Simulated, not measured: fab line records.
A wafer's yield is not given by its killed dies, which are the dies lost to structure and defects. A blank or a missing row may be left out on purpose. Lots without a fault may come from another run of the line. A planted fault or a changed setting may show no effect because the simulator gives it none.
fab line records	flow gf180mcu
record lots=12	wafers=36	last_day=33
route steps=602 shown VT_IMPLANT@110 POLY_GATE@170 HV_LDD@184
lots that met no fault: from a run of the same line without faults
start_h: start of the lot's first displayed wafer, in hours after the record's first day	wait_h: time in hours since the lot's previous step	" as in the row above	L1.1+2: a single row standing in for several wafers	- no value present, or no start provided	* or withheld: withheld	< > ~ a bound
route shown NAME@n: a module of which the file shows steps, and the number in the route of the first	usual: the fault-free wafers' mean and standard deviation	same: alike in all rows	chamber/n: place in a boat	sites: the reading at each site	_std_site: the values' standard deviation	_edge_site: inner sites' mean taken away from outer sites' mean	radius_mm: for every site, how far away it sits from the centre of the wafer	mask NAME#n: copy n	behind: the tool/chamber that last shaped the wafer	hold: cause of the lot's hold/its duration in hours/its outcome	device: which transistor (n, p or np) failed to switch	end of line: at the end of the route, the tests of the same wafers	where a step has no rows: the recipe by itself	killed: not the wafer's yield, but the dies lost to structure and defects at the first sort	map: dies across one wafer; x = killed, . = not, _ = none there
set.NAME: the setting the step ran with; set.NAME@STEP: the setting that earlier step ran with	model.NAME: the simulator's own value behind a step, which no gauge read
one table for each step of the route and one row for each wafer, over a sample of lots
services: the hour from which a tool's chamber was out of use, counted from the record's first day as start_h (under 0 if before that day), plus the number of hours and why
## steps
# step GF_VT_IMPLANT_STRIP_20
# recipe chemistry=O2/N2	power_w=1400	pressure_mtorr=1500	platen_temp_c=250	o2_flow_sccm=3000	n2_flow_sccm=300	overash_fraction=0.5
# usual drypump_motor_current_A=5.73/0.22	heater_power_w=354/35	o2_flow_sccm=2999/7.6	oes_product_au=0.717/0.0046	strip_time_to_endpoint_s=12.62/0.033
# same overash_fraction=0.5
lot.wafer	tool	chamber	start_h	wait_h	drypump_motor_current_A	heater_power_w	o2_flow_sccm	oes_product_au	rf_hours_counter_h	strip_time_to_endpoint_s
L559.1	plasma_asher-03	0	129.02	0.1	5.68	370	2998	0.721	46	12.62
L559.3	"	1	"	"	5.64	352	2991	0.707	-	12.63
L559.4	"	0	"	"	5.70	379	2994	0.711	-	12.63
L560.2	plasma_asher-03	1	135.17	0.1	5.65	361	2993	0.716	46	12.57
L560.3	"	0	"	"	5.66	382	3007	0.713	-	12.62
L560.4	"	1	"	"	5.62	358	3006	0.702	-	12.58
L561.4	plasma_asher-03	1	140.40	0.1	5.64	368	3006	0.718	-	12.59
L561.5	"	0	"	"	5.68	393	2981	0.715	-	12.60
L561.6	"	1	"	"	5.66	360	2994	0.720	-	12.63
L562.2	plasma_asher-02	0	147.41	0.1	5.66	324	3009	0.716	3	12.63
L562.3	"	1	"	"	5.85	330	3000	0.719	-	12.65
L562.5	"	0	"	"	5.67	311	2988	0.713	-	12.63
L563.1	plasma_asher-03	0	157.51	0.1	5.68	390	2998	0.708	48	12.56
L563.4	"	1	"	"	5.68	358	3007	0.712	-	12.57
L563.6	"	1	"	"	5.66	360	3000	0.712	-	12.57
L566.1	plasma_asher-01	0	177.17	0.1	5.50	266	3003	0.717	54	12.61
L566.2	"	1	"	"	6.28	360	3003	0.714	54	12.67
L566.3	"	1	"	"	6.25	358	3005	0.720	-	12.67
L568.2	plasma_asher-01	0	193.01	0.1	5.54	273	3008	0.717	56	12.64
L568.4	"	1	"	"	6.29	364	3004	0.711	-	12.61
L568.5	"	0	"	"	5.52	273	2991	0.722	-	12.60
L571.2	plasma_asher-03	1	205.60	0.1	5.65	367	2999	0.721	53	12.66
L571.3	"	0	"	"	5.68	385	2991	0.722	-	12.66
L571.6	"	0	"	"	5.69	375	3005	0.718	-	12.67
L572.2	plasma_asher-01	0	208.92	0.1	5.52	273	3010	0.715	58	12.65
L572.3	"	0	"	"	5.50	263	3001	0.723	-	12.67
L572.4	"	1	"	"	6.27	350	3002	0.715	-	12.60
L573.4	plasma_asher-03	1	218.23	0.1	5.63	366	2990	0.719	-	12.54
L573.5	"	1	"	"	5.64	356	2985	0.709	-	12.56
L573.6	"	0	"	"	5.68	390	2997	0.718	-	12.57
L576.2	plasma_asher-01	0	235.51	0.1	5.52	273	3008	0.709	61	12.62
L576.4	"	1	"	"	6.28	365	3002	0.716	-	12.62
L576.5	"	0	"	"	5.53	275	3003	0.716	-	12.64
L577.1	plasma_asher-03	0	242.51	0.1	5.69	379	3002	0.713	57	12.58
L577.4	"	1	"	"	5.65	352	2984	0.715	-	12.56
L577.5	"	0	"	"	5.69	373	2993	0.719	-	12.59
# step GF_POLY_GATE_ETCH_13
# recipe target=poly-Si	target_depth_nm=198.5	stop_on=SiO2	over_etch_frac=0.403	chemistry=HBr/Cl2	icp_w=400	bias_w=100	pressure_mtorr=10	HBr_flow_sccm=150	Cl2_flow_sccm=50	time_s=69.6
# usual drypump_motor_current_A=5.7/0.36	oes_product_au=0.990/0.0068	over_etch_frac=0.403/0	throttle_valve_pct=33.685/0.009
lot.wafer	tool	chamber	start_h	wait_h	drypump_motor_current_A	oes_product_au	over_etch_frac	rf_hours_counter_h	throttle_valve_pct
L559.1	rie_si-01	2	200.07	-	5.4	0.996	0.403	71	33.689
L559.3	"	3	"	"	6.0	0.989	0.403	28	33.702
L559.4	"	1	"	"	5.6	0.985	0.403	10	33.693
L560.2	rie_si-02	1	207.82	-	5.2	0.991	0.403	3	33.686
L560.3	"	0	"	"	5.4	0.979	0.403	12	33.686
L560.4	"	2	"	"	5.8	0.979	0.403	102	33.677
L561.4	rie_si-02	1	212.82	-	5.2	0.997	0.403	3	33.689
L561.5	"	1	"	"	5.2	0.994	0.403	-	33.678
L561.6	"	2	"	"	5.9	1.002	0.403	-	33.678
L562.2	rie_si-01	3	221.53	-	6.1	0.991	0.403	28	33.678
L562.3	"	1	"	"	5.6	0.980	0.403	10	33.673
L562.5	"	2	"	"	5.5	0.989	0.403	-	33.673
L563.1	rie_si-01	2	230.78	-	5.5	0.996	0.403	71	33.710
L563.4	"	0	"	"	6.0	0.977	0.403	18	33.678
L563.6	"	3	"	"	6.1	0.995	0.403	-	33.693
L566.1	rie_si-01	3	256.17	-	6.0	0.983	0.403	29	33.692
L566.2	"	1	"	"	5.6	1.001	0.403	11	33.691
L566.3	"	2	"	"	5.5	0.985	0.403	71	33.702
L568.2	rie_si-02	0	272.18	-	5.5	0.989	0.403	13	33.668
L568.4	"	3	"	"	6.3	0.983	0.403	6	33.682
L568.5	"	3	"	"	6.3	0.979	0.403	-	33.680
L571.2	rie_si-02	3	285.93	-	6.4	0.988	0.403	6	33.690
L571.3	"	0	"	"	5.4	0.983	0.403	13	33.699
L571.6	"	0	"	"	5.5	0.998	0.403	-	33.668
L572.2	rie_si-02	0	289.37	-	5.5	0.840	0.80332	13	33.685
L572.3	"	1	"	"	5.2	0.842	0.80332	3	33.679
L572.4	"	2	"	"	5.9	0.842	0.80332	103	33.702
L573.4	rie_si-01	2	300.98	-	5.5	0.982	0.403	72	33.678
L573.5	"	2	"	"	5.5	0.987	0.403	-	33.675
L573.6	"	3	"	"	6.0	0.982	0.403	-	33.685
L576.2	rie_si-02	3	320.22	-	6.3	0.853	0.80332	6	33.683
L576.4	"	1	"	"	5.2	0.845	0.80332	-	33.685
L576.5	"	0	"	"	5.5	0.845	0.80332	-	33.709
L577.1	rie_si-02	3	328.37	-	6.4	0.836	0.80332	6	33.679
L577.4	"	1	"	"	5.2	0.848	0.80332	-	33.685
L577.5	"	3	"	"	6.4	0.836	0.80332	-	33.693
# step GF_POLY_GATE_STRIP_14
# recipe chemistry=O2/N2	power_w=1400	pressure_mtorr=1500	platen_temp_c=250	o2_flow_sccm=3000	n2_flow_sccm=300	overash_fraction=0.5
# usual drypump_motor_current_A=5.7/0.32	heater_power_w=342/37	o2_flow_sccm=3001/8.8	oes_product_au=0.505/0.0043
# same overash_fraction=0.5
lot.wafer	tool	chamber	start_h	wait_h	drypump_motor_current_A	heater_power_w	o2_flow_sccm	oes_product_au	rf_hours_counter_h
L559.1	plasma_asher-03	0	200.13	0.0	5.7	383	3010	0.507	53
L559.3	"	1	"	"	5.6	358	3009	0.500	-
L559.4	"	0	"	"	5.7	387	3003	0.513	-
L560.2	plasma_asher-03	0	207.87	0.0	5.7	391	3001	0.506	53
L560.3	"	0	"	"	5.7	373	3008	0.501	-
L560.4	"	1	"	"	5.6	357	2996	0.498	-
L561.4	plasma_asher-01	0	212.91	0.1	5.5	278	2998	0.504	-
L561.5	"	0	"	"	5.5	290	3012	0.508	-
L561.6	"	1	"	"	6.3	360	3005	0.500	-
L562.2	plasma_asher-04	1	221.59	0.0	5.2	326	2999	0.505	42
L562.3	"	1	"	"	5.2	325	3009	0.505	-
L562.5	"	1	"	"	5.2	324	3019	0.497	-
L563.1	plasma_asher-03	1	230.83	0.0	5.6	354	2992	0.499	56
L563.4	"	1	"	"	5.7	358	2990	0.506	-
L563.6	"	0	"	"	5.7	372	3007	0.506	-
L566.1	plasma_asher-01	0	256.22	0.0	5.5	281	3005	0.510	63
L566.2	"	1	"	"	6.3	359	2987	0.513	63
L566.3	"	1	"	"	6.3	360	2993	0.503	-
L568.2	plasma_asher-01	1	272.23	0.0	6.3	358	3026	0.508	64
L568.4	"	0	"	"	5.5	274	3006	0.508	-
L568.5	"	0	"	"	5.5	276	3004	0.497	-
L571.2	plasma_asher-04	0	285.98	0.0	5.7	362	3010	0.500	48
L571.3	"	1	"	"	5.2	336	3002	0.500	-
L571.6	"	1	"	"	5.2	317	3002	0.503	-
L572.2	plasma_asher-03	0	289.43	0.0	5.7	381	2999	0.501	61
L572.3	"	0	"	"	5.7	375	2982	0.492	-
L572.4	"	1	"	"	5.7	357	2994	0.490	-
L573.4	plasma_asher-01	1	301.07	0.1	6.2	362	3000	0.502	-
L573.5	"	1	"	"	6.2	355	3013	0.505	-
L573.6	"	0	"	"	5.5	283	3009	0.507	-
L576.2	plasma_asher-01	0	320.27	0.0	5.5	273	3012	0.491	70
L576.4	"	0	"	"	5.5	270	3005	0.494	-
L576.5	"	1	"	"	6.3	354	3012	0.500	-
L577.1	plasma_asher-03	0	328.42	0.0	5.7	383	3011	0.490	66
L577.4	"	1	"	"	5.7	366	2991	0.492	-
L577.5	"	0	"	"	5.7	387	3017	0.491	-
# step GF_HV_LDD_OVL_MEAS_08
# usual HV_LDD_OVL=-0.1/1.4
lot.wafer	tool	chamber	start_h	wait_h	HV_LDD_OVL[nm]
L559.1	overlay-01	-	219.58	0.1	0.6
L559.3	"	-	"	"	0.1
L559.4	"	-	"	"	1.5
L560.2	overlay-02	-	226.89	0.1	1.8
L560.3	"	-	"	"	0.6
L560.4	"	-	"	"	0.3
L561.4	overlay-02	-	232.07	0.1	-1.7
L561.5	"	-	"	"	-0.4
L561.6	"	-	"	"	-0.9
L562.2	overlay-01	-	243.95	0.1	-1.2
L562.3	"	-	"	"	1.7
L562.5	"	-	"	"	-0.8
L563.1	overlay-02	-	251.04	0.1	-0.3
L563.4	"	-	"	"	-1.3
L563.6	"	-	"	"	-1.7
L566.1	overlay-02	-	277.60	0.1	-2.0
L566.2	"	-	"	"	-0.5
L566.3	"	-	"	"	-1.8
L568.2	overlay-02	-	293.90	0.1	-1.5
L568.4	"	-	"	"	-2.3
L568.5	"	-	"	"	-1.2
L571.2	overlay-02	-	307.36	0.1	-0.9
L571.3	"	-	"	"	0.2
L571.6	"	-	"	"	0.3
L572.2	overlay-02	-	311.11	0.1	-1.1
L572.3	"	-	"	"	-0.8
L572.4	"	-	"	"	-1.2
L573.4	overlay-01	-	323.80	0.1	-0.3
L573.5	"	-	"	"	-0.7
L573.6	"	-	"	"	-2.1
L576.2	overlay-02	-	343.41	0.1	1.8
L576.4	"	-	"	"	2.5
L576.5	"	-	"	"	1.7
L577.1	overlay-02	-	351.25	0.1	1.3
L577.4	"	-	"	"	0.6
L577.5	"	-	"	"	0.2
# step GF_HV_LDD_CD_MEAS_19
# recipe target_cd_nm=400
# usual cd_nm=399.9/2.5
lot.wafer	tool	chamber	start_h	wait_h	cd_nm
L559.1	cd_sem-02	-	237.48	0.1	399.3
L559.3	"	-	"	"	400.9
L559.4	"	-	"	"	400.1
L560.2	cd_sem-01	-	244.93	0.1	402.1
L560.3	"	-	"	"	402.9
L560.4	"	-	"	"	401.1
L561.4	cd_sem-02	-	250.68	0.1	402.3
L561.5	"	-	"	"	402.6
L561.6	"	-	"	"	402.5
L562.2	cd_sem-01	-	263.00	0.1	401.0
L562.3	"	-	"	"	400.3
L562.5	"	-	"	"	398.3
L563.1	cd_sem-01	-	269.81	0.1	400.3
L563.4	"	-	"	"	402.1
L563.6	"	-	"	"	401.2
L566.1	cd_sem-01	-	297.22	0.1	399.8
L566.2	"	-	"	"	397.5
L566.3	"	-	"	"	401.4
L568.2	cd_sem-01	-	314.84	0.1	400.9
L568.4	"	-	"	"	399.0
L568.5	"	-	"	"	399.0
L571.2	cd_sem-02	-	328.04	0.1	403.5
L571.3	"	-	"	"	404.8
L571.6	"	-	"	"	405.0
L572.2	cd_sem-01	-	332.05	0.1	399.8
L572.3	"	-	"	"	403.0
L572.4	"	-	"	"	403.9
L573.4	cd_sem-02	-	345.48	0.3	398.4
L573.5	"	-	"	"	400.0
L573.6	"	-	"	"	399.7
L576.2	cd_sem-02	-	365.50	0.1	402.5
L576.4	"	-	"	"	403.8
L576.5	"	-	"	"	404.0
L577.1	cd_sem-02	-	373.52	0.1	395.4
L577.4	"	-	"	"	397.3
L577.5	"	-	"	"	396.3
## services
tool	chamber	start_h	hours	kind
plasma_asher-02	-	108.75	9.0	pm
plasma_asher-02	0	108.75	9.0	vent_cycle
plasma_asher-02	1	108.75	9.0	vent_cycle
rie_si-01	1	114.08	7.8	repair
plasma_asher-02	0	117.75	-	clean
plasma_asher-02	1	117.75	-	clean
rie_si-02	-	120.89	2.8	pm
plasma_asher-04	-	123.74	0.7	repair
rie_si-01	1	142.79	10.6	repair
rie_si-01	-	213.14	2.8	pm
rie_si-02	1	227.80	39.7	repair
plasma_asher-03	-	283.32	1.3	repair
plasma_asher-03	-	289.55	2.9	repair
plasma_asher-04	-	301.93	12.0	repair
rie_si-01	1	305.30	3.9	repair
rie_si-02	2	306.56	7.4	repair
plasma_asher-02	-	310.85	2.8	pm
rie_si-02	2	313.97	-	clean
rie_si-02	2	313.97	21.1	scheduled_down
rie_si-02	2	313.97	21.1	vent_cycle
rie_si-01	0	314.67	8.2	repair
## key
first_sign step=GF_POLY_GATE_ETCH_13	reading=over_etch_frac	direction=up	sigmas=99+	usual=0.403	struck=0.80332
effect step=GF_POLY_GATE_ETCH_13	reading=oes_product_au	direction=down	sigmas=21	usual=0.990	struck=0.843
effect step=GF_POLY_GATE_STRIP_14	reading=oes_product_au	direction=down	sigmas=2.7	usual=0.505	struck=0.493
met_at GF_POLY_GATE_ETCH_13
struck_lots L572,L576,L577
tester_left_out L572,L576,L577
not_acting_at GF_VT_IMPLANT_STRIP_20,GF_HV_LDD_OVL_MEAS_08,GF_HV_LDD_CD_MEAS_19
onset_between 285.93 289.37
fault kind=process_parameter_drift	tool=rie_si-02	chamber=-	onset_h=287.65	steps=GF_POLY_GATE_ETCH_13	channel=over_etch_frac	offset=0.40032	shape=step	end_h=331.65	stated=0.403
# tester_left_out: of these lots the tester's yield and bins aren't shown, on N5 and GAA mostly nor the transistor test; their killed dies are dies lost to structure and defects alone, not to doping, threshold or leakage, so they don't give the yield
